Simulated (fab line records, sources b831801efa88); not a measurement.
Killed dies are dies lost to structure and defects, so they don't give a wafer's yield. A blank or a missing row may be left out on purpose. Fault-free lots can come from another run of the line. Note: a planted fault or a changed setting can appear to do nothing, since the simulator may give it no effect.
A lot that was struck, set against a sound lot + flow sky130 + 19 out of 708 route steps
Sound: wafers L943.1, L943.2, L943.4. Struck: wafer L946.3 (L946.2, L946.6, from the same lot, were not struck and are left out); the cause is given at the end.
Per side, at each step with rows, come the tool, then ch with its chambers, and then its first start. Under that, the readings that differ: sound wafers + struck wafers + difference of the means + sigmas: that difference in standard deviations of wafers without a fault.
alike: same words and numbers on both sides, and readings whose means sit less than 2 such deviations apart. not compared: any withheld reading, any reading some wafer has no value for, any bound like >300 that may hide the same value, and any number with overlapping values for which the record gives no deviation.
A row with sigmas, a row that says differs or no value, or rows on one side alone: a step with any of these is where the two part. Non-overlapping numbers with no deviation appear without sigmas and do not part them. A reading that every wafer of one side lacks parts them only if that side has two wafers or more.

first, 1 step without rows for these wafers: SKY_METAL1_SPUTTER_00 (material Ti, target thk 15 nm, time 10 s).
SKY_METAL1_SPUTTER_01: material TiN, target thk 20 nm, time 16.7 s.
  sound on pvd-sputter-04 at day 35 00:05; struck on pvd-sputter-03 at day 35 18:32
  alike: throttle-valve-pct
SKY_METAL1_SPUTTER_02: material AlCu, target thk 250 nm, time 13.3 s.
  sound on pvd-sputter-04 at day 35 00:06; struck on pvd-sputter-03 at day 35 18:34
  alike: throttle-valve-pct
SKY_METAL1_SPUTTER_03: material Ti, target thk 5 nm, time 3.3 s.
  sound on pvd-sputter-04 at day 35 00:08; struck on pvd-sputter-03 at day 35 18:35
  alike: throttle-valve-pct
SKY_METAL1_SPUTTER_04: material TiN, target thk 70 nm, time 58.3 s.
  sound on pvd-sputter-04 at day 35 00:08; struck on pvd-sputter-03 at day 35 18:37
  alike: throttle-valve-pct
SKY_METAL1_RS_MEAS_05: measurement is done with a four-point probe.
  sound on film-metro-02 at day 35 00:11; struck on film-metro-03 at day 35 18:41
  alike: METAL1_ALCU_RS
SKY_METAL1_THK_MEAS_06: measures by xrf.
  sound on film-metro-02 at day 35 00:19; struck on film-metro-03 at day 35 18:47
  alike: METAL1_ALCU_THK
then, 5 steps without rows for these wafers: SKY_METAL1_DEHYDRATE_07 (time 60 s); SKY_METAL1_HMDS_08 (prime time 60 s); SKY_METAL1_COAT_09 (resist thk 60 nm); SKY_METAL1_COAT_10 (resist thk 450 nm); SKY_METAL1_SOFTBAKE_11 (time 90 s).
SKY_METAL1_EXPOSE_12: exposes mask MM1, target cd 140 nm.
  sound on krf-scanner-01 ch 0, day 35 13:46; struck on krf-scanner-01 ch 0, day 36 08:08
  alike: mask, exposure-dose-mJ-cm2
then, 2 steps without rows for these wafers: SKY_METAL1_PEB_13; SKY_METAL1_DEVELOP_14 (develop time 60 s).
SKY_METAL1_CD_MEAS_15: target cd 140 nm.
  sound on cd-sem-01 at day 36 02:19; struck on cd-sem-02 at day 36 20:31
  not compared: cd-nm
SKY_METAL1_OVL_MEAS_16:
  sound on overlay-02 at day 36 02:26; struck on overlay-02 at day 36 20:37
  not compared: METAL1_OVL
SKY_METAL1_DESCUM_17: chemistry O2, time 8 s.
  sound on rie-metal-02 ch 1, day 36 02:28; struck on rie-metal-01 ch 0, day 36 20:38
| reading                     | sound       | struck | difference | sigmas |
|-----------------------------|-------------|--------|------------|--------|
| drypump-motor-current-A (A) | 6.4 6.3 6.4 | 4.8    | -1.6       | -2     |
  alike: oes-product-au
  not compared: rf-hours-counter-h
-- the record jumps here: 12 days lie between the struck wafers' starts before and after (it left off in module METAL1 and takes up again in module PAD_OPEN, whose first step shown is number 708 of the route) --
SKY_PAD_OPEN_PROBE_99:
  sound on prober-01 at day 48 07:33; struck on prober-02 at day 48 22:10
| reading                  | sound          | struck | difference | sigmas |
|--------------------------|----------------|--------|------------|--------|
| defect-limited-yield (%) | 82.7 80.9 81.9 | 0      | -82        | -41    |
| killed_at_M0_to_M3       | 36 51 44       | 454    | +410       | +56    |
| killed-at-contacts       | 32 25 29       | 18     | -11        | -2     |
| killed-dies              | 85 94 89       | 492    | +403       | +40    |
| killed-on-rim            | 14 16 15       | 96     | +81        | +21    |
| sort_bin_5_function (%)  | 10.2 10.6 12.4 | 91.5   | +80.4      | +54    |
| sort-n-pass              | 407 398 403    | 0      | -403       | -40    |
| sort-yield-pct (%)       | 82.7 80.9 81.9 | 0      | -82        | -41    |
  alike: killed_at_M4_up, killed-at-front-end, killed-at-other, killed-open, killed-short, sort_bin_3_pad_short, sort_bin_6_memory

## WHERE THEY PART
Last at SKY_PAD_OPEN_PROBE_99 as far as this record goes, first at SKY_METAL1_DESCUM_17.

WHY: the cause the simulator had injected
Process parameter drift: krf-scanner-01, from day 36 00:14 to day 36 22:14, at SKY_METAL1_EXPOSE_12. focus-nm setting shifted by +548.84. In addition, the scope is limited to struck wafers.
